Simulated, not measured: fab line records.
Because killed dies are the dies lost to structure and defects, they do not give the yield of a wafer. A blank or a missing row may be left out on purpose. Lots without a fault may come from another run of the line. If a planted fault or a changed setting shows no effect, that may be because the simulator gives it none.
Chamber matching :: flow gf180mcu :: GF_M5_ETCH_09 on rie diel-01: 4 sister chambers
The step etches Si3N4 in CF4/O2, target depth 52 nm, time 11.6 s. 30 wafers are shown with their chamber, then 12 later ones without.

## EACH WAFER AND ITS CHAMBER
wafer: L075.1
chamber: 2
drypump motor current A (A): 5.8
oes product au (a.u.): 1.001
throttle valve pct (%): 5.984

wafer: L075.3
chamber: 1
drypump motor current A (A): 6.5
oes product au (a.u.): 0.990
throttle valve pct (%): 5.977

wafer: L075.5
chamber: 3
drypump motor current A (A): 6.5
oes product au (a.u.): 1.004
throttle valve pct (%): 5.982

wafer: L076.1
chamber: 2
drypump motor current A (A): 5.8
oes product au (a.u.): 0.990
throttle valve pct (%): 5.976

wafer: L076.3
chamber: 3
drypump motor current A (A): 6.5
oes product au (a.u.): 0.995
throttle valve pct (%): 5.959

wafer: L076.4
chamber: 1
drypump motor current A (A): 6.5
oes product au (a.u.): 0.974
throttle valve pct (%): 5.969

wafer: L079.1
chamber: 3
drypump motor current A (A): 6.5
oes product au (a.u.): 1.009
throttle valve pct (%): 5.970

wafer: L079.3
chamber: 1
drypump motor current A (A): 6.5
oes product au (a.u.): 0.981
throttle valve pct (%): 5.962

wafer: L079.5
chamber: 3
drypump motor current A (A): 6.5
oes product au (a.u.): 1.004
throttle valve pct (%): 5.965

wafer: L081.2
chamber: 2
drypump motor current A (A): 5.8
oes product au (a.u.): 1.016
throttle valve pct (%): 5.958

wafer: L081.4
chamber: 1
drypump motor current A (A): 6.5
oes product au (a.u.): 0.988
throttle valve pct (%): 5.972

wafer: L081.5
chamber: 2
drypump motor current A (A): 5.8
oes product au (a.u.): 1.005
throttle valve pct (%): 5.969

wafer: L082.1
chamber: 0
drypump motor current A (A): 5.6
oes product au (a.u.): 1.002
throttle valve pct (%): 5.974

wafer: L082.3
chamber: 1
drypump motor current A (A): 6.5
oes product au (a.u.): 0.990
throttle valve pct (%): 5.964

wafer: L082.6
chamber: 2
drypump motor current A (A): 5.8
oes product au (a.u.): 0.999
throttle valve pct (%): 5.977

wafer: L083.1
chamber: 0
drypump motor current A (A): 5.6
oes product au (a.u.): 1.012
throttle valve pct (%): 5.984

wafer: L083.3
chamber: 3
drypump motor current A (A): 6.5
oes product au (a.u.): 1.009
throttle valve pct (%): 5.982

wafer: L083.6
chamber: 0
drypump motor current A (A): 5.6
oes product au (a.u.): 1.004
throttle valve pct (%): 5.982

wafer: L084.2
chamber: 3
drypump motor current A (A): 6.4
oes product au (a.u.): 0.998
throttle valve pct (%): 5.952

wafer: L084.5
chamber: 3
drypump motor current A (A): 6.5
oes product au (a.u.): 1.003
throttle valve pct (%): 5.960

wafer: L084.6
chamber: 2
drypump motor current A (A): 5.8
oes product au (a.u.): 1.012
throttle valve pct (%): 5.979

wafer: L089.1
chamber: 1
drypump motor current A (A): 6.5
oes product au (a.u.): 0.994
throttle valve pct (%): 5.977

wafer: L089.5
chamber: 1
drypump motor current A (A): 6.5
oes product au (a.u.): 0.995
throttle valve pct (%): 5.963

wafer: L089.6
chamber: 0
drypump motor current A (A): 5.6
oes product au (a.u.): 0.997
throttle valve pct (%): 5.971

wafer: L090.1
chamber: 1
drypump motor current A (A): 6.5
oes product au (a.u.): 0.992
throttle valve pct (%): 5.975

wafer: L090.2
chamber: 0
drypump motor current A (A): 5.6
oes product au (a.u.): 0.992
throttle valve pct (%): 5.974

wafer: L090.3
chamber: 2
drypump motor current A (A): 5.8
oes product au (a.u.): 1.010
throttle valve pct (%): 5.984

wafer: L090.4
chamber: 3
drypump motor current A (A): 6.5
oes product au (a.u.): 1.003
throttle valve pct (%): 5.968

wafer: L090.5
chamber: 2
drypump motor current A (A): 5.8
oes product au (a.u.): 1.001
throttle valve pct (%): 5.969

wafer: L090.6
chamber: 3
drypump motor current A (A): 6.5
oes product au (a.u.): 0.993
throttle valve pct (%): 5.975

SIGNATURES (averages over the wafers above)
reading: drypump motor current A
chamber 0: 5.600
chamber 1: 6.500
chamber 2: 5.800
chamber 3: 6.489
scatter within a chamber: 0.0185

reading: oes product au
chamber 0: 1.00140
chamber 1: 0.98800
chamber 2: 1.00425
chamber 3: 1.00200
scatter within a chamber: 0.00712

reading: throttle valve pct
chamber 0: 5.97700
chamber 1: 5.96988
chamber 2: 5.97450
chamber 3: 5.96811
scatter within a chamber: 0.00832
Rule: for a wafer and a chamber, the distance is found by dividing, reading by reading, the gap between the wafer's reading and the chamber's mean by the reading's scatter, squaring, summing and taking the root. The wafer belongs to the nearest chamber; if the next one is less than 2 further off, it can't be placed. The scatter: take each reading less its chamber's mean, square it, sum over the shown wafers, divide by the number of wafers less the number of chambers, and take the root.

## WAFERS WITHOUT THEIR CHAMBER
wafer: L093.1
drypump motor current A (A): 5.6
oes product au (a.u.): 1.010
throttle valve pct (%): 5.977

wafer: L093.2
drypump motor current A (A): 6.5
oes product au (a.u.): 0.990
throttle valve pct (%): 5.958

wafer: L093.3
drypump motor current A (A): 5.8
oes product au (a.u.): 1.004
throttle valve pct (%): 5.976

wafer: L093.4
drypump motor current A (A): 6.5
oes product au (a.u.): 1.006
throttle valve pct (%): 5.972

wafer: L093.5
drypump motor current A (A): 5.6
oes product au (a.u.): 1.009
throttle valve pct (%): 5.980

wafer: L093.6
drypump motor current A (A): 6.5
oes product au (a.u.): 0.998
throttle valve pct (%): 5.953

wafer: L094.1
drypump motor current A (A): 5.6
oes product au (a.u.): 1.009
throttle valve pct (%): 5.973

wafer: L094.2
drypump motor current A (A): 5.8
oes product au (a.u.): 1.001
throttle valve pct (%): 5.968

wafer: L094.3
drypump motor current A (A): 6.5
oes product au (a.u.): 1.001
throttle valve pct (%): 5.983

wafer: L094.4
drypump motor current A (A): 6.5
oes product au (a.u.): 0.989
throttle valve pct (%): 5.963

wafer: L094.5
drypump motor current A (A): 5.6
oes product au (a.u.): 1.002
throttle valve pct (%): 5.964

wafer: L094.6
drypump motor current A (A): 6.5
oes product au (a.u.): 0.999
throttle valve pct (%): 5.970

## THE CHAMBER EACH PASSED THROUGH
wafer: L093.1
from the rows above: 0
in truth: 0

wafer: L093.2
from the rows above: can't be placed: 1 or 3
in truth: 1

wafer: L093.3
from the rows above: 2
in truth: 2

wafer: L093.4
from the rows above: can't be placed: 3 or 1
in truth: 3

wafer: L093.5
from the rows above: 0
in truth: 0

wafer: L093.6
from the rows above: can't be placed: 3 or 1
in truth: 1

wafer: L094.1
from the rows above: 0
in truth: 0

wafer: L094.2
from the rows above: 2
in truth: 2

wafer: L094.3
from the rows above: can't be placed: 3 or 1
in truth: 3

wafer: L094.4
from the rows above: can't be placed: 1 or 3
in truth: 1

wafer: L094.5
from the rows above: 0
in truth: 0

wafer: L094.6
from the rows above: can't be placed: 3 or 1
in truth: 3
Correctly placed: 6 of 12. From these rows, 6 cannot be placed; in 6 the true chamber is one of the candidates. 0 placed wrongly.
